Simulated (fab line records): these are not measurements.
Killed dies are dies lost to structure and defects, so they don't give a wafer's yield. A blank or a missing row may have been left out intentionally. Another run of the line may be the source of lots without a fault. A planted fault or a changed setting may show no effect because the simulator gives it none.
A lot that was struck, set against a sound lot ; flow sfq_line ; 42 out of 325 route steps
Sound: these wafers, L959.2, L959.3, L959.6. Struck: wafers L973.1, L973.5 (left out: L973.4, a lot-mate that was not struck); the cause follows at the end.
Per side, at each step with rows, come the tool, then ch with its chambers, and then its first start. Under that, the readings that differ: sound wafers ; struck wafers ; difference of the means ; sigmas: that difference in standard deviations of wafers without a fault.
alike: readings with means less than 2 such deviations apart, plus words and numbers identical on both sides. not compared: withheld readings, readings lacking a value on some wafer, bounds such as >300 that could conceal the same value, and numbers that have no deviation in the record and whose values overlap.
Wherever a step has rows on one side only, a row that says differs or no value, or a row with sigmas, the two part there. When numbers do not overlap yet have no deviation, they are printed without sigmas and do not part them. A reading missing from all wafers of one side parts the sides only when that side holds two or more wafers.

first, 6 steps without rows for these wafers: SFQ_TRILAYER_M1_LITHO_COAT_044 (resist thk 62 nm); SFQ_TRILAYER_M1_LITHO_COAT_039 (resist thk 600 nm); SFQ_TRILAYER_M1_LITHO_SOFTBAKE_043; SFQ_TRILAYER_M1_LITHO_EXPOSE_040 (exposes mask M1, target cd 500 nm); SFQ_TRILAYER_M1_LITHO_PEB_042 (peb time 60 s); SFQ_TRILAYER_M1_LITHO_DEVELOP_041 (time 60 s).
SFQ_M1_OVL_MEAS_911:
  sound on overlay-01, day 13 12:50; struck on overlay-02, day 18 01:56
  alike: M1_OVL
SFQ_TRILAYER_M1_BARC_OPEN_METAL_ETCH_054: etches BARC in O2, target depth 125 nm, time 41.7 s.
  sound on rie_metal-04 ch 0,1, day 13 12:52; struck on rie_metal-02 ch 1, day 18 01:58
  alike: drypump_motor_current_A, oes_product_au
  not compared: rf_hours_counter_h
SFQ_TRILAYER_M1_ETCH_METAL_ETCH_042: etches Nb in Cl2/Ar, stops on SiO2, target depth 240 nm, time 120 s.
  sound on rie_metal-04 ch 0,1, day 13 12:56; struck on rie_metal-02 ch 1, day 18 02:02
  alike: drypump_motor_current_A, oes_product_au
  not compared: rf_hours_counter_h
then, 3 steps without rows for these wafers: SFQ_TRILAYER_M1_STRIP_STRIP_043 (strips in O2); SFQ_TRILAYER_M1_STRIP_SOLV_CLEAN_044 (cleans in NMP, time 600 s); SFQ_TRILAYER_I1_DEP_PECVD_045 (deposits SiO2 from SiH4/N2O, time 111.11 s, target thk 500 nm).
SFQ_TRILAYER_I1_CMP_CMP_046: polishes SiO2.
  sound on cmp-02 ch 1,2,3, day 13 19:05; struck on cmp-02 ch 1,2, day 18 04:51
reading;sound;struck;difference;sigmas
time_to_endpoint_s (s);213 216 207;246 258;+40;+5
model.SiO2_of_TRILAYER_I1_DEP_PECVD_045.thk_nm (nm);201.2 201.3 198.7;148.7 150.8;-50.7;
  alike: motor_current_A
SFQ_I1_BOW_MEAS_912:
  sound on film_metro-01, day 13 21:07; struck on film_metro-02, day 18 08:10
reading;sound;struck;difference;sigmas
I1_BOW (um);-1 -8 -4;- -;no value on the struck wafers;
SFQ_TRILAYER_I1_METRO_MEASURE_047:
  sound on film_metro-01, day 13 21:25; struck on film_metro-02, day 18 11:59
reading;sound;struck;difference;sigmas
thk_nm (nm);201.2 201.3 198.8;148.6 150.7;-50.8;-42
then, 6 steps without rows for these wafers: SFQ_TRILAYER_I1_VIA_LITHO_COAT_054 (resist thk 62 nm); SFQ_TRILAYER_I1_VIA_LITHO_COAT_049 (resist thk 650 nm); SFQ_TRILAYER_I1_VIA_LITHO_SOFTBAKE_053; SFQ_TRILAYER_I1_VIA_LITHO_EXPOSE_050 (exposes mask I1, target cd 500 nm); SFQ_TRILAYER_I1_VIA_LITHO_PEB_052 (peb time 60 s); SFQ_TRILAYER_I1_VIA_LITHO_DEVELOP_051 (time 60 s).
-- the record jumps here: 5 days lie between the struck wafers' starts before and after --
SFQ_I1_OVL_MEAS_913:
  sound on overlay-02, day 18 03:08; struck on overlay-02, day 23 22:48
  alike: I1_OVL
then, 1 step without rows for these wafers: SFQ_TRILAYER_I1_VIA_BARC_OPEN_VIA_ETCH_071 (etches BARC in O2, target depth 125 nm, time 41.7 s).
SFQ_TRILAYER_I1_VIA_ETCH_VIA_ETCH_052: etches SiO2 in CHF3, stops on Nb, target depth 260 nm.
  sound on rie_diel-01 ch 1,2,3, day 18 03:13; struck on rie_diel-02 ch 0,1, day 23 22:53
reading;sound;struck;difference;sigmas
oes_product_au (a.u.);0.858 0.858 0.850;0.728 0.739;-0.122;-23
model.I1.feature_depth_nm (nm);201.2 201.3 198.7;148.7 150.8;-50.7;
model.etch.depth_nm (nm);201.2 201.3 198.7;148.7 150.8;-50.7;
  alike: drypump_motor_current_A
SFQ_TRILAYER_I1_VIA_STRIP_STRIP_053: strips in O2.
  sound on rie_metal-02 ch 0,1, day 18 03:20; struck on rie_metal-01 ch 0,1, day 23 22:59
  alike: drypump_motor_current_A, oes_product_au
  not compared: rf_hours_counter_h
then, 1 step without rows for these wafers: SFQ_TRILAYER_I1_VIA_STRIP_SOLV_CLEAN_054 (cleans in NMP, time 600 s).
SFQ_TRILAYER_M2_DEP_PRE_CLEAN_056: time 22.5 s.
  sound on pvd_sputter-06, day 18 04:07; struck on pvd_sputter-06, day 23 23:46
reading;sound;struck;difference;sigmas
model.SiO2_of_TRILAYER_I1_DEP_PECVD_045.thk_nm (nm);193.7 193.8 191.2;141.2 143.3;-50.7;
then, 1 step without rows for these wafers: SFQ_TRILAYER_M2_DEP_SPUTTER_055 (material Nb, target thk 200 nm, time 133.3 s).
SFQ_M2_RS_MEAS_914: measurement is done with a four-point probe.
  sound on film_metro-01, day 18 04:16; struck on film_metro-02, day 23 23:53
  alike: M2_NB_RS
then, 6 steps without rows for these wafers: SFQ_TRILAYER_M2_LITHO_COAT_062 (resist thk 62 nm); SFQ_TRILAYER_M2_LITHO_COAT_057 (resist thk 600 nm); SFQ_TRILAYER_M2_LITHO_SOFTBAKE_061; SFQ_TRILAYER_M2_LITHO_EXPOSE_058 (exposes mask M2, target cd 500 nm); SFQ_TRILAYER_M2_LITHO_PEB_060 (peb time 60 s); SFQ_TRILAYER_M2_LITHO_DEVELOP_059 (time 60 s).
-- the record jumps here: 6 days lie between the struck wafers' starts before and after --
SFQ_M2_OVL_MEAS_916:
  sound on overlay-01, day 23 16:49; struck on overlay-02, day 30 02:29
  alike: M2_OVL
then, 1 step without rows for these wafers: SFQ_TRILAYER_M2_BARC_OPEN_METAL_ETCH_077 (etches BARC in O2, target depth 125 nm, time 41.7 s).
SFQ_TRILAYER_M2_ETCH_METAL_ETCH_060: etches Nb in Cl2/Ar, stops on SiO2, target depth 240 nm, time 120 s.
  sound on rie_metal-04 ch 0,1, day 23 16:54; struck on rie_metal-03 ch 1, day 30 02:35
  alike: drypump_motor_current_A, oes_product_au
  not compared: rf_hours_counter_h
SFQ_TRILAYER_M2_STRIP_STRIP_061: strips in O2.
  sound on rie_metal-04 ch 0,1, day 23 17:01; struck on rie_metal-03 ch 1, day 30 02:43
  alike: drypump_motor_current_A, oes_product_au
  not compared: rf_hours_counter_h
then, 2 steps without rows for these wafers: SFQ_TRILAYER_M2_STRIP_SOLV_CLEAN_062 (cleans in NMP, time 600 s); SFQ_TRILAYER_I2_DEP_PECVD_063 (deposits SiO2 from SiH4/N2O, time 111.11 s, target thk 500 nm).
-- the record jumps here: 58 days lie between the struck wafers' starts before and after --
SFQ_M8_BOW_MEAS_951:
  sound on film_metro-03, day 80 18:17; struck on film_metro-04, day 87 14:47
reading;sound;struck;difference;sigmas
M8_BOW (um);1 -6 -4;27 17;+25;+2
model.etest.i1.link_ohm;1.954 1.958 1.967;1.914 1.911;-0.047;

## WHERE THEY PART
First at SFQ_TRILAYER_I1_CMP_CMP_046; last, within this record, at SFQ_M8_BOW_MEAS_951.

WHY: whatever the simulator had introduced
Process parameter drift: cmp-02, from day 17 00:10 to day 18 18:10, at SFQ_TRILAYER_I1_CMP_CMP_046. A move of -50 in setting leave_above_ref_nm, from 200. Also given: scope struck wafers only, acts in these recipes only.
